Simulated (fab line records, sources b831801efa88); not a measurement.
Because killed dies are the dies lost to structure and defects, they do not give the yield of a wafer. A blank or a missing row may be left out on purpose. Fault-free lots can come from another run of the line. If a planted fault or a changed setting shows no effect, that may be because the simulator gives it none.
Chamber matching / flow sky130 / SKY_POLY_GATE_ETCH_17 on rie-si-02: 4 sister chambers
The step etches poly-Si in HBr/Cl2, stops on SiO2, target depth 180 nm, time 70.5 s. 8 wafers are shown with their chamber, then 7 later ones without.

WAFERS PAIRED WITH THEIR CHAMBERS
wafer=L728.1; chamber=0; drypump-motor-current-A (A)=5.7; oes-product-au (a.u.)=0.959
wafer=L737.3; chamber=1; drypump-motor-current-A (A)=5.5; oes-product-au (a.u.)=1.000
wafer=L740.6; chamber=0; drypump-motor-current-A (A)=5.6; oes-product-au (a.u.)=0.990
wafer=L739.2; chamber=3; drypump-motor-current-A (A)=5.9; oes-product-au (a.u.)=0.987
wafer=L739.4; chamber=2; drypump-motor-current-A (A)=6.3; oes-product-au (a.u.)=0.999
wafer=L739.6; chamber=3; drypump-motor-current-A (A)=5.9; oes-product-au (a.u.)=1.001
wafer=L747.1; chamber=1; drypump-motor-current-A (A)=5.5; oes-product-au (a.u.)=0.978
wafer=L747.3; chamber=2; drypump-motor-current-A (A)=6.3; oes-product-au (a.u.)=0.989

WAFERS MISSING THEIR CHAMBER
wafer=L747.5; drypump-motor-current-A (A)=5.9; oes-product-au (a.u.)=0.985
wafer=L748.4; drypump-motor-current-A (A)=6.3; oes-product-au (a.u.)=0.975
wafer=L748.5; drypump-motor-current-A (A)=5.7; oes-product-au (a.u.)=0.967
wafer=L748.6; drypump-motor-current-A (A)=5.9; oes-product-au (a.u.)=0.981
wafer=L749.1; drypump-motor-current-A (A)=6.3; oes-product-au (a.u.)=0.975
wafer=L749.2; drypump-motor-current-A (A)=5.5; oes-product-au (a.u.)=0.967
wafer=L749.4; drypump-motor-current-A (A)=5.9; oes-product-au (a.u.)=0.986

WHICH CHAMBER EACH WENT THROUGH
wafer=L747.5; from the rows above=3; in truth=3
wafer=L748.4; from the rows above=2; in truth=2
wafer=L748.5; from the rows above=0; in truth=0
wafer=L748.6; from the rows above=3; in truth=3
wafer=L749.1; from the rows above=2; in truth=2
wafer=L749.2; from the rows above=1; in truth=1
wafer=L749.4; from the rows above=3; in truth=3
Correctly placed: 7 of 7. Number that these rows cannot place: 0. Wrongly placed: 0.
How it was worked out, from the rows above alone: a wafer's distance from a chamber is the root of the sum, over the readings, of the square of ((its reading less the chamber's mean) divided by the reading's scatter). If the next closest chamber is less than 2 further off than the closest, the wafer can't be placed; otherwise it belongs to the closest. A chamber's mean is the mean of its shown wafers. How the scatter is found: for the shown wafers, subtract from each reading the mean of its chamber, square and add these, divide the total by (wafers less chambers), then take the root.
